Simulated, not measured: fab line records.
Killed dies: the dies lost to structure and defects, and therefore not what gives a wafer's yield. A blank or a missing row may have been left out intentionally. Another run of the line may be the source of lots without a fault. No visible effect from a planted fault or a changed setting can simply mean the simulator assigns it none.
One fault through the eyes of 2 desks + flow sky130 + each desk holds nothing but its own numbers, with what lay behind them at the end

== THE METROLOGY DESK ==
Means of the sampled wafers that have a number, per lot and without regard to the tool the lot ran on: this is what the gauges read. If a lot's mean is further than 4 standard deviations from the usual mean, the lot is out of limits and carries the mark OUT (the distance appears in the brackets).
Columns: A = cd nm at SKY_VT_ADJUST_NCORE_CD_MEAS_07, usual 379.7 nm; B = cd nm at SKY_VT_ADJUST_HVTR_CD_MEAS_07, usual 379.4 nm
| lot  | first seen here | A     | B                |
|------|-----------------|-------|------------------|
| L353 | day 8 16:07     | 382.2 | 384.2            |
| L354 | day 9 01:21     | 380.1 | 381.4            |
| L355 | day 9 08:46     | 380.6 | 378.0            |
| L359 | day 10 06:58    | 379.6 | 375.7            |
| L361 | day 11 09:46    | 376.3 | 377.2            |
| L362 | day 11 17:28    | 379.4 | 388.1            |
| L364 | day 11 23:03    | 376.8 | 392.9 (+5.2) OUT |
| L372 | day 14 11:51    | 381.1 | 378.4            |
| L373 | day 14 19:43    | 377.2 | 379.1            |
| L374 | day 14 19:50    | 379.1 | 382.4            |
| L375 | day 15 06:26    | 378.1 | 379.3            |
This desk's verdict: out of limits on L364, starting with L364 at day 13 00:02 (cd nm at SKY_VT_ADJUST_HVTR_CD_MEAS_07). L353, L354, L355, L359, L361, L362, L372, L373, L374, L375: within limits.

== DESK OF THE TOOL OWNER: litho track-01 ==
The tool's own readings at SKY_VT_ADJUST_HVTR_COAT_02 (resist thk 1140 nm): means of the sampled wafers that have a number, for each lot that ran on this tool. If a lot's mean is further than 4 standard deviations from the usual mean, the lot is out of limits and carries the mark OUT (the distance appears in the brackets).
Columns: A = spin speed rpm at SKY_VT_ADJUST_HVTR_COAT_02, usual 2999.8 rpm
| lot  | first seen here | A                        |
|------|-----------------|--------------------------|
| L359 | day 10 17:28    | 2999.3                   |
| L362 | day 12 05:43    | 3663.4 (+99 or more) OUT |
| L364 | day 12 11:36    | 3662.5 (+99 or more) OUT |
| L372 | day 15 01:45    | 2999.1                   |
| L373 | day 15 09:04    | 2999.0                   |
| L374 | day 15 09:40    | 2999.7                   |
This desk's verdict: out of limits on L362, L364, starting with L362 at day 12 05:43 (spin speed rpm at SKY_VT_ADJUST_HVTR_COAT_02). L359, L372, L373, L374: within limits.

== PUT TOGETHER ==
An alarm could have come from the tool owner's desk at day 12 05:43, on L362, L364.
The metrology desk could have raised an alarm at day 13 00:02, on L364.
The metrology desk holds a record of L362, inside its limits.
SKY_VT_ADJUST_HVTR_COAT_02 was run on litho track-01 by each of the lots named.

== WHAT THE SIMULATOR HAD INSERTED ==
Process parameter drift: litho track-01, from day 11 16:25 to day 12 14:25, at SKY_VT_ADJUST_HVTR_COAT_02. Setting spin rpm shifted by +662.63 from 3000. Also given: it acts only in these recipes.
Struck lots among those shown: L362, L364.
Fault start to first reading out of limits, in hours, per desk: tool owner, 13; metrology, 32.
